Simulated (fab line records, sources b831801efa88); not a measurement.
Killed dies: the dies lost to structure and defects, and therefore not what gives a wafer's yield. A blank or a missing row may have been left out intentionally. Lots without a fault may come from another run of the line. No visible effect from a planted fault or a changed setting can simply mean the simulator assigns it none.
Matching of chambers -- flow gf180mcu -- 4 sister chambers for GF_CONTACT_CMP_27 on cmp-01
The step polishes, stops on SiO2, t overpolish 15 s, target thk 0 nm. 4 wafers are shown with their chamber, then 7 later ones without.

== WAFERS, EACH WITH ITS CHAMBER ==
wafer,chamber,motor_current_A (A)
L139.5,3,12.7
L140.4,1,10.5
L144.1,0,12.6
L144.3,2,10.7

== WAFERS WITHOUT THEIR CHAMBER ==
wafer,motor_current_A (A)
L144.5,10.8
L147.2,12.4
L147.3,10.2
L147.5,10.7
L150.2,12.4
L150.3,9.9
L150.6,10.1

== THE CHAMBER EACH PASSED THROUGH ==
wafer,from the rows above,in truth
L144.5,can't be placed: 2 or 1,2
L147.2,can't be placed: 0 or 3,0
L147.3,can't be placed: 1 or 2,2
L147.5,can't be placed: 2 or 1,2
L150.2,can't be placed: 0 or 3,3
L150.3,can't be placed: 1 or 2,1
L150.6,can't be placed: 1 or 2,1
Correctly placed: 0 of 7. Unplaceable from these rows: 7, with the true chamber sitting among the candidates in 7. Wrongly placed: 0.
How it was worked out, from the rows above alone: a wafer's distance from a chamber is the root of the sum, over the readings, of the square of ((its reading less the chamber's mean) divided by the reading's scatter). If the next closest chamber is less than 2 further off than the closest, the wafer can't be placed; otherwise it belongs to the closest. For every chamber, the mean is computed from those of its wafers that are shown. The scatter: with one shown wafer a chamber, the root of the mean of the squares of how far each hidden wafer lies from its nearest shown one.
